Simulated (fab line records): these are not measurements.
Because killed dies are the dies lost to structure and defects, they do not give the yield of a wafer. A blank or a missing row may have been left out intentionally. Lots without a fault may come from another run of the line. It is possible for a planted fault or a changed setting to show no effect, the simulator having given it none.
fab line records + flow gf180mcu
record
- lots=5
- wafers=15
- last-day=33
route steps=602 shown HV_LDD@218 NSD@235
lots untouched by any fault: they come from a run of this same line in which no faults occurred
start-h: start of the lot's first displayed wafer, in hours after the record's first day + wait-h: time in hours since the lot's previous step + " same as the row above + L1.1+2: a row that stands for several wafers + - no value, or no start was given + * or withheld: withheld + < > ~ a bound
route shown NAME@n: a module of which the file shows steps, and the number in the route of the first + usual: average and standard deviation across the fault-free wafers + same: alike in all rows + chamber/n: place in a boat + sites: readings site by site + _std_site: standard deviation across them + _edge_site: inner sites' mean taken away from outer sites' mean + radius-mm: how far each site lies from the wafer's centre + mask NAME#n: copy n + behind: the most recent tool/chamber to have shaped the wafer + hold: the reason the lot was held/the length of the hold in hours/how it ended + device: names the non-switching transistor (n, p or np) + end of line: tests run on the same wafers once the route is complete + a step with no rows: only its recipe + killed: at the first sort, the dies lost to defects and structure; wafer yield is something else + map: a wafer's dies, x killed, . not, _ none there
set.NAME: setting as actually run; set.NAME@STEP: the setting as run at that earlier step + model.NAME: the simulator's own value behind a step, which no gauge read
lots at some steps of the route; a table a step, a row a wafer
services: from which hour (start-h, from the record's first day; less than 0 if before it) a tool's chamber was out of use, for how many hours, and why
## steps
# step GF_HV_LDD_SOFTBAKE_42
# recipe
- temp-c=90
- time-s=60
- resist=NOVOLAK
| lot.wafer  | tool           | chamber | start-h | wait-h |
|------------|----------------|---------|---------|--------|
| L075.1+3+5 | litho-track-01 | 0       | 261.11  | 0.1    |
| L081.1+3+4 | litho-track-01 | 0       | 312.81  | 0.1    |
| L085.1+2+3 | litho-track-01 | 0       | 364.31  | 0.1    |
| L090.3+5+6 | litho-track-01 | 0       | 397.11  | 0.1    |
| L093.1+4+6 | litho-track-02 | 0       | 425.01  | 0.1    |
# step GF_HV_LDD_EXPOSE_43
# recipe
- mask-id=Pplus_HV_AREA
- target-cd-nm=400
- na=0.6
- source-shape=conventional
- sigma-outer=0.6
- dose-mj=140
# usual
- focus-offset-nm=0.0/0.49
| lot.wafer | tool             | chamber | start-h | wait-h | mask            | focus-offset-nm |
|-----------|------------------|---------|---------|--------|-----------------|-----------------|
| L075.1    | iline-stepper-02 | 0       | -       | -      | Pplus_HV_AREA#0 | 0.4             |
| L075.3    | "                | 0       | "       | "      | Pplus_HV_AREA#0 | -0.6            |
| L075.5    | "                | 0       | "       | "      | Pplus_HV_AREA#0 | -0.2            |
| L081.1    | iline-stepper-01 | 0       | -       | -      | Pplus_HV_AREA#0 | 0.1             |
| L081.3    | "                | 0       | "       | "      | Pplus_HV_AREA#0 | 0.1             |
| L081.4    | "                | 0       | "       | "      | Pplus_HV_AREA#0 | 0.5             |
| L085.1    | iline-stepper-02 | 0       | -       | -      | Pplus_HV_AREA#0 | 0.2             |
| L085.2    | "                | 0       | "       | "      | Pplus_HV_AREA#0 | 0.7             |
| L085.3    | "                | 0       | "       | "      | Pplus_HV_AREA#0 | 0.7             |
| L090.3    | iline-stepper-02 | 0       | -       | -      | Pplus_HV_AREA#0 | 0.2             |
| L090.5    | "                | 0       | "       | "      | Pplus_HV_AREA#0 | 0.5             |
| L090.6    | "                | 0       | "       | "      | Pplus_HV_AREA#0 | 0.0             |
| L093.1    | iline-stepper-01 | 0       | -       | -      | Pplus_HV_AREA#0 | 0.2             |
| L093.4    | "                | 0       | "       | "      | Pplus_HV_AREA#0 | 0.6             |
| L093.6    | "                | 0       | "       | "      | Pplus_HV_AREA#0 | 0.7             |
# step GF_HV_LDD_PEB_44
# recipe
- temp-c=withheld
- time-s=*
- resist=NOVOLAK
| lot.wafer  | tool           | chamber | start-h | wait-h |
|------------|----------------|---------|---------|--------|
| L075.1+3+5 | litho-track-02 | 0       | -       | -      |
| L081.1+3+4 | litho-track-01 | 0       | -       | -      |
| L085.1+2+3 | litho-track-01 | 0       | -       | -      |
| L090.3+5+6 | litho-track-03 | 0       | -       | -      |
| L093.1+4+6 | litho-track-03 | 0       | -       | -      |
# step GF_HV_LDD_DEVELOP_45
# recipe
- develop-time-s=60
- dev-temp-c=23
# usual
- developer-temp-C=22.99/0.11
| lot.wafer | tool           | chamber | start-h | wait-h | developer-temp-C |
|-----------|----------------|---------|---------|--------|------------------|
| L075.1    | litho-track-02 | 0       | 270.41  | 0.1    | 22.96            |
| L075.3    | "              | 0       | "       | "      | 23.06            |
| L075.5    | "              | 0       | "       | "      | 23.04            |
| L081.1    | litho-track-01 | 0       | 322.86  | 0.1    | 22.92            |
| L081.3    | "              | 0       | "       | "      | 22.77            |
| L081.4    | "              | 0       | "       | "      | 22.85            |
| L085.1    | litho-track-01 | 0       | 374.71  | 0.1    | 22.97            |
| L085.2    | "              | 0       | "       | "      | 22.96            |
| L085.3    | "              | 0       | "       | "      | 22.81            |
| L090.3    | litho-track-03 | 0       | 408.81  | 0.1    | 22.91            |
| L090.5    | "              | 0       | "       | "      | 23.08            |
| L090.6    | "              | 0       | "       | "      | 23.19            |
| L093.1    | litho-track-03 | 0       | 436.66  | 0.1    | 22.86            |
| L093.4    | "              | 0       | "       | "      | 22.89            |
| L093.6    | "              | 0       | "       | "      | 22.99            |
# step GF_HV_LDD_CD_MEAS_46
# recipe
- target-cd-nm=400
# usual
- cd-nm=399.8/2.3
| lot.wafer | tool      | chamber | start-h | wait-h | cd-nm |
|-----------|-----------|---------|---------|--------|-------|
| L075.1    | cd-sem-01 | -       | 270.56  | 0.1    | 398.4 |
| L075.3    | "         | -       | "       | "      | 395.8 |
| L075.5    | "         | -       | "       | "      | 395.4 |
| L081.1    | cd-sem-02 | -       | 323.01  | 0.1    | 398.1 |
| L081.3    | "         | -       | "       | "      | 397.9 |
| L081.4    | "         | -       | "       | "      | 397.3 |
| L085.1    | cd-sem-02 | -       | 374.86  | 0.1    | 399.5 |
| L085.2    | "         | -       | "       | "      | 400.1 |
| L085.3    | "         | -       | "       | "      | 397.5 |
| L090.3    | cd-sem-02 | -       | 408.95  | 0.1    | 401.5 |
| L090.5    | "         | -       | "       | "      | 399.6 |
| L090.6    | "         | -       | "       | "      | 400.6 |
| L093.1    | cd-sem-02 | -       | 436.81  | 0.1    | 400.2 |
| L093.4    | "         | -       | "       | "      | 399.2 |
| L093.6    | "         | -       | "       | "      | 398.1 |
# step GF_HV_LDD_OVL_MEAS_47
# usual
- HV_LDD_03_OVL=0.2/1.6
| lot.wafer | tool       | chamber | start-h | wait-h | HV_LDD_03_OVL[nm] |
|-----------|------------|---------|---------|--------|-------------------|
| L075.1    | overlay-02 | -       | 270.68  | 0.1    | 0.7               |
| L075.3    | "          | -       | "       | "      | 1.4               |
| L075.5    | "          | -       | "       | "      | -0.2              |
| L081.1    | overlay-02 | -       | 323.13  | 0.1    | 1.8               |
| L081.3    | "          | -       | "       | "      | 1.8               |
| L081.4    | "          | -       | "       | "      | 3.8               |
| L085.1    | overlay-01 | -       | 374.98  | 0.1    | -2.3              |
| L085.2    | "          | -       | "       | "      | -1.4              |
| L085.3    | "          | -       | "       | "      | -0.7              |
| L090.3    | overlay-02 | -       | 409.04  | 0.1    | -1.3              |
| L090.5    | "          | -       | "       | "      | -0.4              |
| L090.6    | "          | -       | "       | "      | 0.3               |
| L093.1    | overlay-02 | -       | 436.93  | 0.1    | 1.7               |
| L093.4    | "          | -       | "       | "      | 0.1               |
| L093.6    | "          | -       | "       | "      | 0.8               |
# step GF_HV_LDD_IMPLANT_48
# recipe
- species=B
- energy-kev=25
- dose-cm2=3e+13
- tilt-deg=7
# usual
- end-station-pressure-torr=5.15e-06/2.7e-07
# same
- implant-ion-amu=11
| lot.wafer | tool         | chamber | start-h | wait-h | end-station-pressure-torr |
|-----------|--------------|---------|---------|--------|---------------------------|
| L075.1    | implanter-02 | 0       | 270.72  | 0.0    | 4.94e-06                  |
| L075.3    | "            | 0       | "       | "      | 4.96e-06                  |
| L075.5    | "            | 0       | "       | "      | 5.32e-06                  |
| L081.1    | implanter-03 | 0       | 323.17  | 0.0    | 5.46e-06                  |
| L081.3    | "            | 0       | "       | "      | 4.95e-06                  |
| L081.4    | "            | 0       | "       | "      | 4.85e-06                  |
| L085.1    | implanter-01 | 0       | 375.02  | 0.0    | 5.14e-06                  |
| L085.2    | "            | 0       | "       | "      | 5.31e-06                  |
| L085.3    | "            | 0       | "       | "      | 5.13e-06                  |
| L090.3    | implanter-03 | 0       | 409.12  | 0.1    | 5.2e-06                   |
| L090.5    | "            | 0       | "       | "      | 5.09e-06                  |
| L090.6    | "            | 0       | "       | "      | 4.96e-06                  |
| L093.1    | implanter-01 | 0       | 436.97  | 0.0    | 5.1e-06                   |
| L093.4    | "            | 0       | "       | "      | 4.92e-06                  |
| L093.6    | "            | 0       | "       | "      | 5.1e-06                   |
# step GF_HV_LDD_STRIP_49
# recipe
- chemistry=O2/N2
- power-w=1400
- pressure-mtorr=1500
- platen-temp-c=250
- o2-flow-sccm=3000
- n2-flow-sccm=300
- overash-fraction=0.5
# usual
- drypump-motor-current-A=5.4/0.35
- heater-power-w=340/28
- n2-flow-sccm=299.9/0.89
- oes-product-au=0.716/0.0048
- strip-time-to-endpoint-s=12.64/0.035
| lot.wafer | tool            | chamber | start-h | wait-h | drypump-motor-current-A | heater-power-w | n2-flow-sccm | oes-product-au | rf-hours-counter-h | strip-time-to-endpoint-s |
|-----------|-----------------|---------|---------|--------|-------------------------|----------------|--------------|----------------|--------------------|--------------------------|
| L075.1    | plasma-asher-04 | 1       | 270.87  | 0.1    | 5.1                     | 377            | 299.6        | 0.716          | 17                 | 12.64                    |
| L075.3    | "               | 0       | "       | "      | 5.7                     | 309            | 300.7        | 0.727          | -                  | 12.65                    |
| L075.5    | "               | 1       | "       | "      | 5.1                     | 373            | 299.1        | 0.716          | -                  | 12.67                    |
| L081.1    | plasma-asher-04 | 0       | 323.32  | 0.1    | 5.7                     | 305            | 301.2        | 0.721          | 23                 | 12.68                    |
| L081.3    | "               | 1       | "       | "      | 5.2                     | 374            | 299.1        | 0.720          | -                  | 12.63                    |
| L081.4    | "               | 0       | "       | "      | 5.7                     | 300            | 298.7        | 0.722          | -                  | 12.66                    |
| L085.1    | plasma-asher-01 | 1       | 375.17  | 0.1    | 5.2                     | 330            | 299.6        | 0.712          | 76                 | 12.62                    |
| L085.2    | "               | 0       | "       | "      | 5.7                     | 383            | 300.5        | 0.717          | 76                 | 12.64                    |
| L085.3    | "               | 1       | "       | "      | 5.3                     | 331            | 301.0        | 0.724          | -                  | 12.61                    |
| L090.3    | plasma-asher-02 | 0       | 409.25  | 0.1    | 4.8                     | 317            | 300.0        | 0.715          | -                  | 12.63                    |
| L090.5    | "               | 0       | "       | "      | 4.8                     | 313            | 300.9        | 0.721          | -                  | 12.59                    |
| L090.6    | "               | 1       | "       | "      | 5.6                     | 345            | 298.5        | 0.720          | -                  | 12.56                    |
| L093.1    | plasma-asher-04 | 1       | 437.12  | 0.1    | 5.2                     | 381            | 300.0        | 0.707          | 35                 | 12.65                    |
| L093.4    | "               | 1       | "       | "      | 5.2                     | 375            | 300.1        | 0.719          | -                  | 12.64                    |
| L093.6    | "               | 0       | "       | "      | 5.7                     | 312            | 300.4        | 0.722          | -                  | 12.67                    |
# step GF_HV_LDD_TW_MEAS_50
# usual
- HV_LDD_4_TW=570.3/2.5
| lot.wafer | tool          | chamber | start-h | wait-h | HV_LDD_4_TW |
|-----------|---------------|---------|---------|--------|-------------|
| L075.1    | film-metro-01 | -       | 270.97  | 0.1    | 576.0       |
| L075.3    | "             | -       | "       | "      | 575.9       |
| L075.5    | "             | -       | "       | "      | 570.9       |
| L081.1    | film-metro-03 | -       | 323.42  | 0.1    | 573.5       |
| L081.3    | "             | -       | "       | "      | 572.5       |
| L081.4    | "             | -       | "       | "      | 569.8       |
| L085.1    | film-metro-03 | -       | 375.27  | 0.1    | 567.6       |
| L085.2    | "             | -       | "       | "      | 569.7       |
| L085.3    | "             | -       | "       | "      | 570.2       |
| L090.3    | film-metro-01 | -       | 409.34  | 0.1    | 569.8       |
| L090.5    | "             | -       | "       | "      | 571.2       |
| L090.6    | "             | -       | "       | "      | 571.0       |
| L093.1    | film-metro-01 | -       | 437.22  | 0.1    | 567.7       |
| L093.4    | "             | -       | "       | "      | 568.7       |
| L093.6    | "             | -       | "       | "      | 571.5       |
# step GF_HV_LDD_CLEAN_51
# recipe
- chemistry=SC1/SC2
- mix=1:4:20
- temp-c=70
- time-s=150
- dry=n2-spin
| lot.wafer  | tool         | chamber | start-h | wait-h |
|------------|--------------|---------|---------|--------|
| L075.1+3+5 | wet-bench-03 | 3       | 271.03  | 0.1    |
| L081.1+3+4 | wet-bench-02 | 1       | 323.48  | 0.1    |
| L085.1+2+3 | wet-bench-03 | 1       | 375.33  | 0.1    |
| L090.3+5+6 | wet-bench-03 | 2       | 409.38  | 0.0    |
| L093.1+4+6 | wet-bench-04 | 1       | 437.28  | 0.1    |
# step GF_HV_LDD_RTA_52
# recipe
- temp-c=1000
- time-s=10
- ambient=N2
# usual
- lamp-power-pct=32.8/2.4
- wafer_temp_C_max=1002.8/0.66
| lot.wafer | tool          | chamber | start-h | wait-h | lamp-power-pct | wafer_temp_C_max |
|-----------|---------------|---------|---------|--------|----------------|------------------|
| L075.1    | rtp-anneal-01 | 0       | 271.08  | 0.0    | 35.0           | 1002.7           |
| L075.3    | "             | 0       | "       | "      | 35.0           | 1002.7           |
| L075.5    | "             | 0       | "       | "      | 35.0           | 1002.8           |
| L081.1    | rtp-anneal-02 | 0       | 323.53  | 0.0    | 30.2           | 1002.2           |
| L081.3    | "             | 0       | "       | "      | 30.1           | 1002.9           |
| L081.4    | "             | 0       | "       | "      | 30.2           | 1002.8           |
| L085.1    | rtp-anneal-01 | 0       | 375.38  | 0.0    | 35.0           | 1002.0           |
| L085.2    | "             | 0       | "       | "      | 35.0           | 1002.5           |
| L085.3    | "             | 0       | "       | "      | 35.0           | 1001.9           |
| L090.3    | rtp-anneal-01 | 0       | 409.45  | 0.0    | 35.1           | 1002.4           |
| L090.5    | "             | 0       | "       | "      | 35.0           | 1002.1           |
| L090.6    | "             | 0       | "       | "      | 35.1           | 1003.2           |
| L093.1    | rtp-anneal-01 | 0       | 437.33  | 0.0    | 35.0           | 1001.5           |
| L093.4    | "             | 0       | "       | "      | 35.0           | 1002.7           |
| L093.6    | "             | 0       | "       | "      | 35.0           | 1003.3           |
# step GF_HV_LDD_RS_MEAS_53
# recipe
- thk-meas-gauge=four-point-probe
# usual
- HV_LDD_RS=418.5/0.93
| lot.wafer | tool          | chamber | start-h | wait-h | HV_LDD_RS[ohm/sq] |
|-----------|---------------|---------|---------|--------|-------------------|
| L075.1    | film-metro-01 | -       | 271.15  | 0.1    | 418.6             |
| L075.3    | "             | -       | "       | "      | 418.6             |
| L075.5    | "             | -       | "       | "      | 419.8             |
| L081.1    | film-metro-01 | -       | 323.59  | 0.1    | 418.4             |
| L081.3    | "             | -       | "       | "      | 418.8             |
| L081.4    | "             | -       | "       | "      | 418.5             |
| L085.1    | film-metro-04 | -       | 375.44  | 0.1    | 417.2             |
| L085.2    | "             | -       | "       | "      | 417.5             |
| L085.3    | "             | -       | "       | "      | 418.0             |
| L090.3    | film-metro-01 | -       | 409.54  | 0.1    | 418.5             |
| L090.5    | "             | -       | "       | "      | 418.2             |
| L090.6    | "             | -       | "       | "      | 417.8             |
| L093.1    | film-metro-03 | -       | 437.39  | 0.1    | 420.9             |
| L093.4    | "             | -       | "       | "      | 420.2             |
| L093.6    | "             | -       | "       | "      | 420.6             |
# step GF_HV_LDD_CVD_54
# recipe
- material=SiO2
- target-thk-nm=10
- precursor=TEOS
- temp-c=680
- time-s=75
- pressure-mtorr=400
| lot.wafer  | tool     | chamber | start-h | wait-h |
|------------|----------|---------|---------|--------|
| L075.1+3+5 | lpcvd-02 | 1       | 271.27  | 0.1    |
| L081.1+3+4 | lpcvd-01 | 0       | 323.71  | 0.1    |
| L085.1+2+3 | lpcvd-02 | 1       | 375.56  | 0.1    |
| L090.3+5+6 | lpcvd-01 | 0       | 409.62  | 0.1    |
| L093.1+4+6 | lpcvd-01 | 1       | 437.51  | 0.1    |
# step GF_HV_LDD_THK_MEAS_55
# recipe
- reads=SiO2_of_HV_LDD_CVD_54
# usual
- HV_LDD_CVD_54_THK=10.01/0.15
| lot.wafer | tool          | chamber | start-h | wait-h | HV_LDD_CVD_54_THK[nm] |
|-----------|---------------|---------|---------|--------|-----------------------|
| L075.1    | film-metro-03 | -       | 272.29  | 0.0    | 10.21                 |
| L075.3    | "             | -       | "       | "      | 10.05                 |
| L075.5    | "             | -       | "       | "      | 10.18                 |
| L081.1    | film-metro-01 | -       | 324.73  | 0.0    | 9.76                  |
| L081.3    | "             | -       | "       | "      | 9.78                  |
| L081.4    | "             | -       | "       | "      | 9.86                  |
| L085.1    | film-metro-03 | -       | 376.58  | 0.0    | 10.12                 |
| L085.2    | "             | -       | "       | "      | 10.06                 |
| L085.3    | "             | -       | "       | "      | 10.20                 |
| L090.3    | film-metro-01 | -       | 410.66  | 0.0    | 9.93                  |
| L090.5    | "             | -       | "       | "      | 9.98                  |
| L090.6    | "             | -       | "       | "      | 10.02                 |
| L093.1    | film-metro-03 | -       | 439.05  | 0.0    | 10.06                 |
| L093.4    | "             | -       | "       | "      | 10.04                 |
| L093.6    | "             | -       | "       | "      | 10.10                 |
# step GF_HV_LDD_CVD_56
# recipe
- material=Si3N4
- precursor=DCS/NH3
- target-thk-nm=90
- temp-c=770
- time-s=1543
- pressure-mtorr=250
| lot.wafer  | tool     | chamber | start-h | wait-h |
|------------|----------|---------|---------|--------|
| L075.1+3+5 | lpcvd-02 | 0       | 272.35  | 0.1    |
| L081.1+3+4 | lpcvd-01 | 1       | 324.79  | 0.1    |
| L085.1+2+3 | lpcvd-02 | 0       | 376.64  | 0.1    |
| L090.3+5+6 | lpcvd-02 | 1       | 410.70  | 0.0    |
| L093.1+4+6 | lpcvd-02 | 1       | 439.11  | 0.1    |
# step GF_HV_LDD_THK_MEAS_57
# recipe
- reads=Si3N4_of_HV_LDD_CVD_56
# usual
- HV_LDD_CVD_56_THK=90.2/0.93
| lot.wafer | tool          | chamber | start-h | wait-h | HV_LDD_CVD_56_THK[nm] |
|-----------|---------------|---------|---------|--------|-----------------------|
| L075.1    | film-metro-03 | -       | 273.78  | 0.0    | 90.1                  |
| L075.3    | "             | -       | "       | "      | 90.0                  |
| L075.5    | "             | -       | "       | "      | 90.1                  |
| L081.1    | film-metro-03 | -       | 326.22  | 0.0    | 89.2                  |
| L081.3    | "             | -       | "       | "      | 89.8                  |
| L081.4    | "             | -       | "       | "      | 88.8                  |
| L085.1    | film-metro-01 | -       | 378.07  | 0.0    | 90.0                  |
| L085.2    | "             | -       | "       | "      | 90.4                  |
| L085.3    | "             | -       | "       | "      | 90.0                  |
| L090.3    | film-metro-03 | -       | 412.15  | 0.0    | 91.2                  |
| L090.5    | "             | -       | "       | "      | 91.3                  |
| L090.6    | "             | -       | "       | "      | 91.1                  |
| L093.1    | film-metro-04 | -       | 440.53  | 0.0    | 90.1                  |
| L093.4    | "             | -       | "       | "      | 90.4                  |
| L093.6    | "             | -       | "       | "      | 89.7                  |
# step GF_HV_LDD_ETCHBACK_58
# recipe
- chemistry=CH3F/O2
- target=Si3N4
- stop-on=SiO2
- source-w=400
- bias-w=80
- pressure-mtorr=25
- ch3f-flow-sccm=40
- O2_flow_sccm=30
- time-s=100
- target-depth-a=900
# usual
- drypump-motor-current-A=5.5/0.49
- oes-product-au=0.844/0.0066
- throttle-valve-pct=10.561/0.0088
| lot.wafer | tool        | chamber | start-h | wait-h | drypump-motor-current-A | oes-product-au | rf-hours-counter-h | throttle-valve-pct |
|-----------|-------------|---------|---------|--------|-------------------------|----------------|--------------------|--------------------|
| L075.1    | rie-diel-01 | 1       | 273.84  | 0.1    | 4.9                     | 0.844          | 3                  | 10.554             |
| L075.3    | "           | 3       | "       | "      | 6.1                     | 0.845          | 4                  | 10.564             |
| L075.5    | "           | 0       | "       | "      | 6.3                     | 0.840          | -                  | 10.571             |
| L081.1    | rie-diel-01 | 3       | 326.28  | 0.1    | 6.1                     | 0.844          | 6                  | 10.550             |
| L081.3    | "           | 1       | "       | "      | 4.9                     | 0.843          | 4                  | 10.552             |
| L081.4    | "           | 0       | "       | "      | 6.3                     | 0.839          | 2                  | 10.571             |
| L085.1    | rie-diel-01 | 3       | 378.13  | 0.1    | 6.2                     | 0.835          | 7                  | 10.554             |
| L085.2    | "           | 0       | "       | "      | 6.3                     | 0.846          | 4                  | 10.565             |
| L085.3    | "           | 1       | "       | "      | 4.9                     | 0.844          | 5                  | 10.561             |
| L090.3    | rie-diel-01 | 1       | 412.19  | 0.0    | 4.9                     | 0.845          | 6                  | 10.567             |
| L090.5    | "           | 3       | "       | "      | 6.2                     | 0.858          | -                  | 10.571             |
| L090.6    | "           | 0       | "       | "      | 6.3                     | 0.861          | -                  | 10.563             |
| L093.1    | rie-diel-04 | 1       | 440.59  | 0.1    | 5.3                     | 0.849          | 21                 | 10.552             |
| L093.4    | "           | 2       | "       | "      | 5.1                     | 0.843          | 5                  | 10.549             |
| L093.6    | "           | 0       | "       | "      | 4.9                     | 0.846          | -                  | 10.553             |
# step GF_NSD_DEHYDRATE_00
# recipe
- temp-c=200
- time-s=60
| lot.wafer  | tool           | chamber | start-h | wait-h |
|------------|----------------|---------|---------|--------|
| L075.1+3+5 | litho-track-03 | 0       | 283.26  | 9.4    |
| L081.1+3+4 | litho-track-04 | 0       | 336.37  | 10.1   |
| L085.1+2+3 | litho-track-03 | 0       | 388.46  | 10.3   |
| L090.3+5+6 | litho-track-04 | 0       | 422.82  | 10.6   |
| L093.1+4+6 | litho-track-03 | 0       | 452.11  | 11.5   |
# step GF_NSD_HMDS_01
# recipe
- prime-time-s=60
- prime-temp-c=120
| lot.wafer  | tool           | chamber | start-h | wait-h |
|------------|----------------|---------|---------|--------|
| L075.1+3+5 | litho-track-03 | 0       | 283.41  | 0.1    |
| L081.1+3+4 | litho-track-04 | 0       | 336.52  | 0.1    |
| L085.1+2+3 | litho-track-03 | 0       | 388.61  | 0.1    |
| L090.3+5+6 | litho-track-04 | 0       | 422.97  | 0.1    |
| L093.1+4+6 | litho-track-03 | 0       | 452.26  | 0.1    |
# step GF_NSD_COAT_02
# recipe
- resist=NOVOLAK
- spin-rpm=3000
- resist-thk-nm=1000
# usual
- dispense-pressure-kPa=53.4/2
| lot.wafer | tool           | chamber | start-h | wait-h | dispense-pressure-kPa |
|-----------|----------------|---------|---------|--------|-----------------------|
| L075.1    | litho-track-03 | 0       | 283.56  | 0.1    | 51.2                  |
| L075.3    | "              | 0       | "       | "      | 51.1                  |
| L075.5    | "              | 0       | "       | "      | 51.2                  |
| L081.1    | litho-track-04 | 0       | 336.67  | 0.1    | 55.7                  |
| L081.3    | "              | 0       | "       | "      | 55.7                  |
| L081.4    | "              | 0       | "       | "      | 55.7                  |
| L085.1    | litho-track-03 | 0       | 388.76  | 0.1    | 51.1                  |
| L085.2    | "              | 0       | "       | "      | 51.1                  |
| L085.3    | "              | 0       | "       | "      | 51.2                  |
| L090.3    | litho-track-04 | 0       | 423.12  | 0.1    | 55.7                  |
| L090.5    | "              | 0       | "       | "      | 55.6                  |
| L090.6    | "              | 0       | "       | "      | 55.6                  |
| L093.1    | litho-track-03 | 0       | 452.41  | 0.1    | 51.1                  |
| L093.4    | "              | 0       | "       | "      | 51.2                  |
| L093.6    | "              | 0       | "       | "      | 51.1                  |
# step GF_NSD_SOFTBAKE_03
# recipe
- temp-c=90
- time-s=60
- resist=NOVOLAK
| lot.wafer  | tool           | chamber | start-h | wait-h |
|------------|----------------|---------|---------|--------|
| L075.1+3+5 | litho-track-03 | 0       | 283.71  | 0.1    |
| L081.1+3+4 | litho-track-04 | 0       | 336.82  | 0.1    |
| L085.1+2+3 | litho-track-03 | 0       | 388.91  | 0.1    |
| L090.3+5+6 | litho-track-04 | 0       | 423.27  | 0.1    |
| L093.1+4+6 | litho-track-03 | 0       | 452.56  | 0.1    |
# step GF_NSD_EXPOSE_04
# recipe
- mask-id=Nplus
- target-cd-nm=400
- na=0.6
- source-shape=conventional
- sigma-outer=0.6
- dose-mj=140
# usual
- focus-offset-nm=-0.1/0.48
| lot.wafer | tool             | chamber | start-h | wait-h | mask    | focus-offset-nm |
|-----------|------------------|---------|---------|--------|---------|-----------------|
| L075.1    | iline-stepper-01 | 0       | -       | -      | Nplus#0 | 0.4             |
| L075.3    | "                | 0       | "       | "      | Nplus#0 | 0.4             |
| L075.5    | "                | 0       | "       | "      | Nplus#0 | 0.5             |
| L081.1    | iline-stepper-01 | 0       | -       | -      | Nplus#0 | -0.1            |
| L081.3    | "                | 0       | "       | "      | Nplus#0 | -0.1            |
| L081.4    | "                | 0       | "       | "      | Nplus#0 | 0.4             |
| L085.1    | iline-stepper-01 | 0       | -       | -      | Nplus#0 | -0.1            |
| L085.2    | "                | 0       | "       | "      | Nplus#0 | 0.1             |
| L085.3    | "                | 0       | "       | "      | Nplus#0 | -0.9            |
| L090.3    | iline-stepper-01 | 0       | -       | -      | Nplus#0 | -0.1            |
| L090.5    | "                | 0       | "       | "      | Nplus#0 | 0.1             |
| L090.6    | "                | 0       | "       | "      | Nplus#0 | -0.7            |
| L093.1    | iline-stepper-02 | 0       | -       | -      | Nplus#0 | -0.6            |
| L093.4    | "                | 0       | "       | "      | Nplus#0 | -0.9            |
| L093.6    | "                | 0       | "       | "      | Nplus#0 | -0.8            |
## services
| tool             | chamber | start-h | hours | kind   |
|------------------|---------|---------|-------|--------|
| rtp-anneal-02    | -       | 245.66  | 29.7  | pm     |
| iline-stepper-01 | -       | 254.57  | 13.2  | repair |
| implanter-03     | -       | 256.35  | 25.8  | pm     |
| plasma-asher-01  | -       | 261.35  | 2.8   | pm     |
| plasma-asher-04  | -       | 279.73  | 0.6   | repair |
| implanter-03     | -       | 290.90  | 0.7   | repair |
| rie-diel-01      | 3       | 294.73  | 4.6   | repair |
| implanter-03     | -       | 301.36  | 3.5   | repair |
| lpcvd-01         | -       | 310.12  | 0.5   | repair |
| iline-stepper-02 | -       | 311.63  | 2.1   | pm     |
| iline-stepper-01 | -       | 314.82  | 1.7   | pm     |
| rie-diel-01      | 1       | 317.06  | 6.0   | repair |
| implanter-01     | -       | 329.72  | 2.7   | repair |
| implanter-03     | -       | 345.95  | 4.5   | repair |
| iline-stepper-01 | -       | 366.20  | 2.1   | pm     |
| lpcvd-01         | -       | 367.41  | 17.2  | pm     |
| plasma-asher-04  | -       | 386.42  | 5.8   | repair |
| iline-stepper-02 | -       | 392.85  | 1.7   | pm     |
| iline-stepper-02 | -       | 423.25  | 4.4   | pm     |
| lpcvd-02         | -       | 424.45  | 1.0   | repair |
| lpcvd-02         | -       | 440.53  | 2.8   | pm     |
| iline-stepper-01 | -       | 442.61  | 4.4   | pm     |
| implanter-01     | -       | 443.06  | 7.4   | repair |
| lpcvd-02         | -       | 449.80  | 17.2  | pm     |
## key
fault none
